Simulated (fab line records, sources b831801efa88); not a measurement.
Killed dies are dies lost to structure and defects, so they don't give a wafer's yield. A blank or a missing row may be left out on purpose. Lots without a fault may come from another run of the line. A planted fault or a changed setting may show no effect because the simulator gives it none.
A struck lot beside a sound one | flow sky130 | 14 steps out of a route of 708
Sound: wafers L931.3, L931.5, L931.6. Struck: wafers L928.1, L928.5, L928.6. The cause comes at the end.
At each step with rows: each side's tool, then ch and its chambers, then its first start. Under that, the readings that differ: sound wafers | struck wafers | difference of the means | sigmas: that difference in standard deviations of wafers without a fault.
alike: readings whose means differ by less than 2 such deviations, and words and numbers that are the same on both sides. not compared: withheld readings, readings that some wafer has no value for, bounds like >300 that may hide the same value, and numbers for which the record gives no deviation and whose values overlap.
The two part at a step that has a row with sigmas, a row that says differs or no value, or rows on one side only. Numbers that don't overlap but have no deviation are shown without sigmas and don't part them. A reading that every wafer of one side lacks parts them only if that side has two wafers or more.

first, 2 steps without rows for these wafers: SKY_METAL1_CLEAN_23 (cleans in O3/DIW); SKY_VIA1_HDPCVD_00 (deposits SiO2, target thk 1030 nm, time 171.7 s).
SKY_VIA1_THK_MEAS_01:
  sound on film_metro-04, day 39 02:07; struck on film_metro-02, day 38 08:44
  alike: VIA1_HDPCVD_THK
SKY_VIA1_CMP_02: polishes SiO2.
  sound on cmp-01 ch 1,2,3, day 39 02:15; struck on cmp-01 ch 0,1,2, day 38 08:57
  alike: edge_zone_pressure_frac, motor_current_A, slurry_filter_dp_kPa
SKY_VIA1_BOW_MEAS_03:
  sound on film_metro-02, day 39 02:29; struck on film_metro-01, day 38 09:06
  alike: VIA1_BOW
then, 7 steps without rows for these wafers: SKY_VIA1_DEHYDRATE_04 (time 60 s); SKY_VIA1_HMDS_05 (prime time 60 s); SKY_VIA1_COAT_06 (resist thk 60 nm); SKY_VIA1_COAT_07 (resist thk 450 nm); SKY_VIA1_SOFTBAKE_08 (time 90 s); SKY_VIA1_EXPOSE_09 (exposes mask VIM, target cd 150 nm); SKY_VIA1_PEB_10.
SKY_VIA1_DEVELOP_11: develop time 61.76 s.
  sound on litho_track-02 ch 0, day 40 02:00; struck on litho_track-02, day 39 10:00
  no value came back on the struck wafers for chill_plate_temp_C (C), develop_time_s (s); on the sound wafers chill_plate_temp_C (C) reads 23.09 23.09 23.23
  reading                                     | sound             | struck            | difference | sigmas
  model.KrF-thick_of_VIA1_COAT_07.thk_nm (nm) | 434.1 434.6 436.2 | 451.2 450.6 450.6 | +15.8      |
SKY_VIA1_CD_MEAS_12: target cd 150 nm.
  sound on cd_sem-02, day 40 03:01; struck on cd_sem-01, day 39 10:34
  reading    | sound             | struck | difference                    | sigmas
  cd_nm (nm) | 148.0 149.1 147.3 | - - -  | no value on the struck wafers |

WHERE THEY PART
First at SKY_VIA1_DEVELOP_11; last, within this record, at SKY_VIA1_CD_MEAS_12.

WHY: what the simulator had put in
Skipped step whole: litho_track-02, from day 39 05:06 on, at SKY_VIA1_DEVELOP_11. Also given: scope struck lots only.
